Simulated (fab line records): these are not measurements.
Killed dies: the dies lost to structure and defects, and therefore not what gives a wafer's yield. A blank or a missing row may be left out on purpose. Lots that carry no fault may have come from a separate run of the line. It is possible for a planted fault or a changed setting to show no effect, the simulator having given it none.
Which tool is to blame? -- flow gf180mcu -- 36 wafers from 12 lots sampled at 4 of the route's 602 steps

WHAT EACH GAUGE READ, for each wafer
The record lacks any reading of a measuring or inspecting step that a usual standard deviation could be used to judge.

WHAT TOOL EACH LOT RAN ON (gives the tool, then ch and the chambers of the sampled wafers, and finally the start)
lot,GF_CONTACT_CVD_02,GF_CONTACT_ETCH_16,GF_CONTACT_CVD_24,GF_M1_SPUTTER_00
L468,"pecvd-04 ch 1,2, day 15 22:10","rieDiel-02 ch 0,3, day 16 20:56","cvdW-01 ch 0,1, day 16 21:31","pvdSputter-04, day 16 22:06"
L469,"pecvd-04 ch 0,1, day 16 04:16","rieDiel-03 ch 0,2,3, day 17 02:47","cvdW-01 ch 0,1, day 17 03:22","pvdSputter-02, day 17 03:56"
L470,"pecvd-02 ch 0,1, day 16 09:55","rieDiel-03 ch 2,3, day 17 08:55","cvdW-01 ch 1, day 17 09:29","pvdSputter-04, day 17 10:04"
L472,"pecvd-04 ch 0,1,2, day 17 03:09","rieDiel-01 ch 0,1,3, day 18 03:14","cvdW-01 ch 0,1, day 18 03:53","pvdSputter-01, day 18 04:26"
L473,"pecvd-01 ch 0,2, day 17 14:59","rieDiel-02 ch 1,2,3, day 18 14:59","cvdW-01 ch 0, day 18 15:33","pvdSputter-04, day 18 16:08"
L475,"pecvd-02 ch 0,1,2, day 18 14:14","rieDiel-02 ch 1,2, day 19 15:19","cvdW-02 ch 0,1, day 19 15:54","pvdSputter-02, day 19 16:29"
L479,"pecvd-02 ch 0,1, day 19 22:38","rieDiel-01 ch 0,1, day 20 23:41","cvdW-01 ch 0,1, day 21 00:15","pvdSputter-02, day 21 00:50"
L480,"pecvd-04 ch 0,1,2, day 20 06:25","rieDiel-03 ch 1,3, day 21 11:17","cvdW-02 ch 0,1, day 21 11:51","pvdSputter-02, day 21 12:26"
L481,"pecvd-01 ch 0,1,2, day 20 11:49","rieDiel-02 ch 2,3, day 21 12:50","cvdW-02 ch 0,1, day 21 13:26","pvdSputter-01, day 21 14:02"
L485,"pecvd-04 ch 0,1, day 21 22:14","rieDiel-03 ch 0,1,3, day 22 21:44","cvdW-02 ch 0,1, day 22 22:24","pvdSputter-04, day 22 22:59"
L486,"pecvd-01 ch 0,1,2, day 22 10:46","rieDiel-02 ch 2,3, day 23 10:28","cvdW-02 ch 0,1, day 23 11:04","pvdSputter-02, day 23 11:37"
L487,"pecvd-01 ch 0,1, day 22 14:26","rieDiel-01 ch 0,1,3, day 23 14:32","cvdW-01 ch 0,1, day 23 15:06","pvdSputter-04, day 23 15:42"
- GF_CONTACT_CVD_02: deposits SiO2 from TEOS, target thk 860 nm, time 95.992 s.
- GF_CONTACT_ETCH_16: etches BARC in N2/H2.
- GF_CONTACT_CVD_24: deposits W, target thk 300 nm, time 90.339 s.
- GF_M1_SPUTTER_00: material Ti, target thk 37.5 nm, time 150 s.

WHAT THE TOOLS THEMSELVES READ (means of the sampled wafers that have a number; where no wafer has one, the mark that the record gives instead)
GF_CONTACT_CVD_02.
lot,tool,heaterPowerW (W)
L468,pecvd-04,671
L469,pecvd-04,632
L470,pecvd-02,685
L472,pecvd-04,702
L473,pecvd-01,599
L475,pecvd-02,615
L479,pecvd-02,699
L480,pecvd-04,723
L481,pecvd-01,603
L485,pecvd-04,687
L486,pecvd-01,600
L487,pecvd-01,599

GF_CONTACT_ETCH_16.
lot,tool,drypumpMotorCurrentA (A),h2FlowSccm (sccm),oesProductAu (a.u.),throttleValvePct (%)
L468,rieDiel-02,5.91,199.9,0.854,13.229
L469,rieDiel-03,6.06,200.4,0.859,13.220
L470,rieDiel-03,6.18,200.2,0.858,13.224
L472,rieDiel-01,5.97,199.9,0.854,13.222
L473,rieDiel-02,6.07,200.4,0.853,13.219
L475,rieDiel-02,6.12,199.9,0.857,13.228
L479,rieDiel-01,5.86,201.2,0.854,13.239
L480,rieDiel-03,6.21,199.8,0.857,13.226
L481,rieDiel-02,5.98,200.4,0.854,13.230
L485,rieDiel-03,6.08,199.7,0.856,13.236
L486,rieDiel-02,5.97,199.7,0.858,13.228
L487,rieDiel-01,5.95,200.2,0.856,13.212

GF_CONTACT_CVD_24.
lot,tool,heaterPowerW (W)
L468,cvdW-01,859
L469,cvdW-01,866
L470,cvdW-01,800
L472,cvdW-01,864
L473,cvdW-01,957
L475,cvdW-02,935
L479,cvdW-01,857
L480,cvdW-02,963
L481,cvdW-02,954
L485,cvdW-02,944
L486,cvdW-02,957
L487,cvdW-01,920

GF_M1_SPUTTER_00.
lot,tool,cathodeDcPowerW (W),chamberPressurePa (Pa),throttleValvePct (%)
L468,pvdSputter-04,4000.3,2.004,29.7
L469,pvdSputter-02,4000.4,2.000,30.9
L470,pvdSputter-04,3999.8,2.000,30.2
L472,pvdSputter-01,-,-,-
L473,pvdSputter-04,-,-,-
L475,pvdSputter-02,3999.9,1.997,29.9
L479,pvdSputter-02,4000.6,2.000,30.2
L480,pvdSputter-02,4000.4,2.004,29.0
L481,pvdSputter-01,3999.9,2.002,29.8
L485,pvdSputter-04,4000.3,2.005,30.1
L486,pvdSputter-02,3999.5,1.998,30.0
L487,pvdSputter-04,3999.7,2.000,29.7

THE ANSWER, worked out from the rows above alone
Rule: what is usual is taken from the lots themselves. The widest of any qualifying gaps counts: lots, ordered by their means at a reading, are off when they make up no more than a third of the lots, leave a main group of 4 or more, and stand apart from it by 3 or more times the standard deviation of that group's means. If all means in a main group match to the digits the tables above print for the reading, that group is not used. A lot without any number at a reading at which 4 lots or more have one is off too. The other lots that the step has rows for count as sound. After the gauges, taken in route order, come the tools' own readings; for these a lot's mean is taken, as printed above. The first step at which some lot is off is used, and at that step the reading that is off furthest; a lot without a number counts as furthest.
Off: L472, L473, at GF_M1_SPUTTER_00 (cathodeDcPowerW). Without a number there: L472, L473. The main group has a mean of 4000.1 W with a standard deviation of 0.35.
If a tool, at that step or one of the process steps before it, ran each lot that is off and ran no sound lot following the first of them, it fits. None of those tried fits.

WHAT THE SIMULATOR PUT IN
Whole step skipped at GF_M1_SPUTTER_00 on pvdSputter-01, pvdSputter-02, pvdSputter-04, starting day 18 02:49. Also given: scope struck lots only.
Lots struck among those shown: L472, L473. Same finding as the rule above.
